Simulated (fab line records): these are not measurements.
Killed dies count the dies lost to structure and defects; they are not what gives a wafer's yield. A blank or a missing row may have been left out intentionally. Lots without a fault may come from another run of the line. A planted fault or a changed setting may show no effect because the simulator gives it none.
Which tool is to blame? ; flow gf180mcu ; 12 lots, 36 wafers sampled, at 6 steps of a route of 602

== WHAT THE GAUGES READ, wafer by wafer ==
GF_PASSIVATION_THK_MEAS_01.
lot;measured;on;PASSIVATION_CVD_00_THK (nm)
L075;day 29 08:39;film metro-03;987 1001 988
L076;day 30 01:53;film metro-01;979 989 999
L079;day 30 10:47;film metro-03;996 982 1021
L082;day 31 13:20;film metro-01;980 997 1015
L084;day 31 17:07;film metro-03;1002 1018 1007
L085;day 31 22:50;film metro-03;981 997 1009
L087;day 32 15:18;film metro-03;1001 1016 1018
L089;day 33 01:26;film metro-01;996 1000 984
L091;day 33 11:35;film metro-04;995 985 1021
L093;day 34 03:53;film metro-03;998 1002 1014
L095;day 34 11:29;film metro-01;981 1009 998
L097;day 34 21:50;film metro-04;997 998 1015

== WHAT TOOL EACH LOT RAN ON (gives the tool, then ch and the chambers of the sampled wafers, and finally the start) ==
lot;GF_M2_SPUTTER_00;GF_V2_CMP_26;GF_V3_ETCH_17;GF_MIM_STRIP_20;GF_TOP_METAL_STRIP_17
L075;pvd sputter-03, day 19 09:34;cmp-01 ch 1,2, day 21 14:01;rie diel-04 ch 0,1, day 26 14:37 or earlier;plasma asher-02 ch 0,1, day 26 14:37;plasma asher-04 ch 0,1, day 29 08:00
L076;pvd sputter-04, day 20 06:17;cmp-01 ch 0,3, day 22 09:21;rie diel-03 ch 0,3, day 27 09:10 or earlier;plasma asher-02 ch 0,1, day 27 09:10;plasma asher-04 ch 0,1, day 30 01:17
L079;pvd sputter-04, day 20 18:32;cmp-01 ch 0,2,3, day 22 20:08;rie diel-03 ch 1,2, day 27 19:20 or earlier;plasma asher-02 ch 0,1, day 27 19:20;plasma asher-02 ch 0,1, day 30 10:11
L082;pvd sputter-02, day 22 07:33;cmp-02 ch 2,3, day 24 07:10;rie diel-04 ch 0,1, day 29 00:36 or earlier;plasma asher-03 ch 0,1, day 29 00:36;plasma asher-02 ch 0,1, day 31 12:39
L084;pvd sputter-02, day 22 09:48;cmp-01 ch 0,1,2, day 24 12:02;rie diel-03 ch 0,2,3, day 29 05:55 or earlier;plasma asher-02 ch 0,1, day 29 05:55;plasma asher-02 ch 0, day 31 16:29
L085;pvd sputter-04, day 22 17:04;cmp-01 ch 0,2, day 24 17:40;rie diel-03 ch 0,2, day 29 10:04 or earlier;plasma asher-01 ch 0,1, day 29 10:04;plasma asher-04 ch 0,1, day 31 22:12
L087;pvd sputter-04, day 23 11:51;cmp-01 ch 0,1, day 25 12:04;rie diel-01 ch 0,3, day 30 03:25 or earlier;plasma asher-02 ch 0,1, day 30 03:25;plasma asher-04 ch 0,1, day 32 14:39
L089;pvd sputter-04, day 24 05:56;cmp-01 ch 0,2,3, day 26 04:56;rie diel-01 ch 0,1,2, day 30 15:40 or earlier;plasma asher-03 ch 0,1, day 30 15:40;plasma asher-04 ch 0,1, day 33 00:50
L091;pvd sputter-04, day 24 16:02;cmp-02 ch 0,2,3, day 26 14:49;rie diel-03 ch 0,3, day 31 03:25 or earlier;plasma asher-01 ch 0,1, day 31 03:25;plasma asher-02 ch 0,1, day 33 10:59
L093;pvd sputter-02, day 25 13:22;cmp-01 ch 2,3, day 27 12:14;rie diel-01 ch 0,1,3, day 31 19:51 or earlier;plasma asher-01 ch 0,1, day 31 19:51;plasma asher-03 ch 0,1, day 34 02:56
L095;pvd sputter-03, day 26 06:29;cmp-02 ch 1,2, day 28 03:34;rie diel-03 ch 0,2,3, day 32 06:31 or earlier;plasma asher-02 ch 0,1, day 32 06:31;plasma asher-02 ch 0,1, day 34 10:29
L097;pvd sputter-03, day 26 17:10;cmp-02 ch 1,3, day 28 13:29;rie diel-03 ch 0,1,2, day 32 17:48 or earlier;plasma asher-03 ch 0,1, day 32 17:48;plasma asher-02 ch 1, day 34 21:12
- GF_M2_SPUTTER_00: material Ti, target thk 37.5 nm, time 150 s.
- GF_V2_CMP_26: polishes, stops on SiO2, t overpolish 15 s, target thk 0 nm.
- GF_V3_ETCH_17: etches SiO2 in C4F8/O2/Ar, stops on TiN, target depth 635 nm.
- GF_MIM_STRIP_20: strips in O2/N2.
- GF_TOP_METAL_STRIP_17: strips in O2/N2.

== THE ANSWER, worked out from the rows above alone ==
Rule: usual is defined by the lots themselves. The widest of any qualifying gaps counts: lots, ordered by their means at a reading, are off when they make up no more than a third of the lots, leave a main group of 4 or more, and stand apart from it by 3 or more times the standard deviation of that group's means. Not used: any main group whose means are identical at the precision the tables above print for the reading. A lot without any number at a reading at which 4 lots or more have one is off too. Any other lot the step has rows for is counted as sound.
No lot is off at any reading shown: from this, nothing can be told.

== WHAT HAD BEEN PUT IN BY THE SIMULATOR ==
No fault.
